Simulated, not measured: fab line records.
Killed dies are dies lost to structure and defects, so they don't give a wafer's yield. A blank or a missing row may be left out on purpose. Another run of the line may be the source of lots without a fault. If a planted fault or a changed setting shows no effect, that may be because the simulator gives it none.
Matching of chambers | flow gf180mcu | rie diel-01 running GF_V5_ETCH_17: 4 sister chambers
The step etches SiO2 in C4F8/O2/Ar, stops on TiN, target depth 855 nm. 16 wafers are shown with their chamber, then 8 later ones without.

## WAFERS PAIRED WITH THEIR CHAMBERS
wafer  | chamber | oes product au (a.u.) | rf fwd power W (W)
L392.1 | 0       | 0.862                 | 1495
L392.5 | 0       | 0.861                 | 1498
L392.6 | 3       | 0.856                 | 1493
L393.1 | 3       | 0.857                 | 1492
L393.3 | 0       | 0.859                 | 1493
L393.4 | 2       | 0.862                 | 1490
L396.1 | 2       | 0.867                 | 1501
L396.2 | 0       | 0.858                 | 1491
L396.3 | 1       | 0.866                 | 1492
L400.3 | 2       | 0.861                 | 1494
L400.5 | 2       | 0.856                 | 1500
L400.6 | 3       | 0.860                 | 1500
L401.2 | 2       | 0.858                 | 1495
L401.4 | 0       | 0.859                 | 1486
L401.6 | 1       | 0.858                 | 1494
L405.1 | 0       | 0.860                 | 1495

SIGNATURES (means of the wafers above)
reading        | chamber 0 | chamber 1 | chamber 2 | chamber 3 | scatter within a chamber
oes product au | 0.85983   | 0.86200   | 0.86080   | 0.85767   | 0.00319
rf fwd power W | 1493.00   | 1493.00   | 1496.00   | 1495.00   | 4.16
Rule: for each reading, subtract the chamber's mean from the wafer's reading, divide by that reading's scatter and square the result; add these up over the readings and take the root, which gives the wafer's distance from the chamber. If the next closest chamber is less than 2 further off than the closest, the wafer can't be placed; otherwise it belongs to the closest. The scatter is the square root of a quotient: the sum, over the shown wafers, of each reading's squared deviation from its chamber's mean, divided by wafers minus chambers.

## WAFERS MISSING THEIR CHAMBER
wafer  | oes product au (a.u.) | rf fwd power W (W)
L405.3 | 0.862                 | 1501
L405.5 | 0.856                 | 1504
L406.2 | 0.851                 | 1493
L406.3 | 0.851                 | 1498
L406.4 | 0.863                 | 1488
L408.1 | 0.854                 | 1502
L408.2 | 0.858                 | 1495
L408.5 | 0.857                 | 1494

## THE CHAMBER EACH PASSED THROUGH
wafer  | from the rows above               | in truth
L405.3 | can't be placed: 2 or 1 or 3 or 0 | 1
L405.5 | can't be placed: 3 or 2 or 0 or 1 | 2
L406.2 | can't be placed: 3 or 0 or 2 or 1 | 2
L406.3 | can't be placed: 3 or 0 or 2 or 1 | 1
L406.4 | can't be placed: 1 or 0 or 2 or 3 | 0
L408.1 | can't be placed: 3 or 2 or 0 or 1 | 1
L408.2 | can't be placed: 3 or 0 or 2 or 1 | 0
L408.5 | can't be placed: 3 or 0 or 2 or 1 | 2
Correct placement for 0 of the 8. Not placeable from these rows: 8 (in 8, the candidates include the true chamber). Wrongly placed: 0.
